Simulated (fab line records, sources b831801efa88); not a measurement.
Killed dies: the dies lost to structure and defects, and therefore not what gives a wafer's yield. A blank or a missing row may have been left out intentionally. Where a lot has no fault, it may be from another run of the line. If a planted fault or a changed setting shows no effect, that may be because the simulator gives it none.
Check of tool commonality | flow gf180mcu | 12 lots and 36 wafers in the sample

REASON IT WAS OPENED
Of 12 lots, 2 have the reading PASSIVATION_BOW flagged at GF_PASSIVATION_BOW_MEAS_14. Wafers without a fault read 134 um, standard deviation 8.1.
Rule: a lot is flagged when every wafer of it that has a number lies more than 4 standard deviations from that mean, or none has a number. As for the other lots, they are considered sound.

lot  | measured     | on            | PASSIVATION_BOW (um), wafer by wafer | flag
L653 | day 28 20:32 | film metro-04 | 140 131 140                          |
L654 | day 28 23:00 | film metro-03 | 128 123 121                          |
L655 | day 29 12:07 | film metro-01 | 132 133 142                          |
L656 | day 29 19:38 | film metro-03 | 131 126 121                          |
L658 | day 30 08:49 | film metro-03 | 144 131 145                          |
L659 | day 30 21:22 | film metro-03 | 129 131 119                          |
L665 | day 32 13:31 | film metro-04 | 206 204 206                          | FLAGGED
L666 | day 32 16:52 | film metro-04 | 200 215 208                          | FLAGGED
L672 | day 34 08:44 | film metro-01 | 133 139 125                          |
L673 | day 34 14:28 | film metro-01 | 133 129 133                          |
L674 | day 34 18:19 | film metro-01 | 140 135 134                          |
L676 | day 35 03:29 | film metro-04 | 136 130 137                          |
Average over the flagged lots: 206 um; offset from the usual +72 um, equal to +9 standard deviations.

LOT BY LOT: THE TOOL USED
Before the reading, the record contains 3 process steps out of a 602-step route. Read each cell as the tool, then ch plus the chambers that the sampled wafers visited, then the start.
lot  | flag    | GF_V5_CMP_04                  | GF_TOP_METAL_SPUTTER_01      | GF_PASSIVATION_ANNEAL_13
L653 |         | cmp-01 ch 1,2,3, day 26 03:43 | pvd sputter-04, day 27 02:10 | furnace-01 ch 0, day 28 18:59
L654 |         | cmp-02 ch 0,2, day 26 05:21   | pvd sputter-03, day 27 04:20 | furnace-01 ch 0, day 28 21:29
L655 |         | cmp-02 ch 0,1,2, day 26 20:10 | pvd sputter-04, day 27 18:22 | furnace-01 ch 0, day 29 10:37
L656 |         | cmp-01 ch 2,3, day 27 04:43   | pvd sputter-01, day 28 02:52 | furnace-02 ch 0, day 29 18:08
L658 |         | cmp-02 ch 1,2, day 27 19:31   | pvd sputter-03, day 28 17:03 | furnace-02 ch 0, day 30 07:19
L659 |         | cmp-02 ch 0,3, day 28 06:29   | pvd sputter-01, day 29 05:52 | furnace-02 ch 0, day 30 19:52
L665 | FLAGGED | cmp-02 ch 0,2, day 30 06:16   | pvd sputter-03, day 31 01:57 | furnace-02, day 32 11:58
L666 | FLAGGED | cmp-02 ch 2,3, day 30 10:23   | pvd sputter-04, day 31 05:52 | furnace-01, day 32 15:19
L672 |         | cmp-01 ch 0,1,2, day 32 04:31 | pvd sputter-04, day 32 22:58 | furnace-02 ch 0, day 34 07:13
L673 |         | cmp-01 ch 0,3, day 32 10:11   | pvd sputter-03, day 33 04:43 | furnace-01 ch 0, day 34 12:55
L674 |         | cmp-02 ch 0,2,3, day 32 14:28 | pvd sputter-04, day 33 08:03 | furnace-02 ch 0, day 34 16:46
L676 |         | cmp-02 ch 0,2, day 33 00:56   | pvd sputter-03, day 33 18:54 | furnace-02 ch 0, day 35 01:58
What the steps here do:
- GF_V5_CMP_04: polishes SiO2.
- GF_TOP_METAL_SPUTTER_01: material TiN, target thk 30 nm, time 25 s.
- GF_PASSIVATION_ANNEAL_13: time 1800 s.
- GF_PASSIVATION_BOW_MEAS_14

FLAGGED OVER TOTAL, TOOL BY TOOL (the gauges that took the reading come last)
step                       | tool           | lots run | flagged | share of the flagged lots | sound lots run after its first flagged lot
GF_V5_CMP_04               | cmp-01         | 4        | 0       | none                      | -
GF_V5_CMP_04               | cmp-02         | 8        | 2       | all                       | 2 (L674,L676)
GF_TOP_METAL_SPUTTER_01    | pvd sputter-01 | 2        | 0       | none                      | -
GF_TOP_METAL_SPUTTER_01    | pvd sputter-03 | 5        | 1       | some                      | 2 (L673,L676)
GF_TOP_METAL_SPUTTER_01    | pvd sputter-04 | 5        | 1       | some                      | 2 (L672,L674)
GF_PASSIVATION_ANNEAL_13   | furnace-01     | 5        | 1       | some                      | 1 (L673)
GF_PASSIVATION_ANNEAL_13   | furnace-02     | 7        | 1       | some                      | 3 (L672,L674,L676)
GF_PASSIVATION_BOW_MEAS_14 | film metro-01  | 4        | 0       | none                      | -
GF_PASSIVATION_BOW_MEAS_14 | film metro-03  | 4        | 0       | none                      | -
GF_PASSIVATION_BOW_MEAS_14 | film metro-04  | 4        | 2       | all                       | 1 (L676)

THE TABLE: WHAT IT ALLOWS
cmp-02 at GF_V5_CMP_04 and film metro-04 at GF_PASSIVATION_BOW_MEAS_14 are the 2 rows of the table that ran each flagged lot.
- cmp-02 at GF_V5_CMP_04: 2 of its 8 lots flagged. Sound lots ran on it after the first flagged one (L674, L676), which a lasting fault on the whole tool wouldn't allow.
- film metro-04 at GF_PASSIVATION_BOW_MEAS_14: 2 of its 4 lots flagged. Sound lots ran on it after the first flagged one (L676), which a lasting fault on the whole tool wouldn't allow.
None of the table's rows ran every flagged lot and, after the first, no sound lot.

WHAT HAD BEEN PUT IN BY THE SIMULATOR
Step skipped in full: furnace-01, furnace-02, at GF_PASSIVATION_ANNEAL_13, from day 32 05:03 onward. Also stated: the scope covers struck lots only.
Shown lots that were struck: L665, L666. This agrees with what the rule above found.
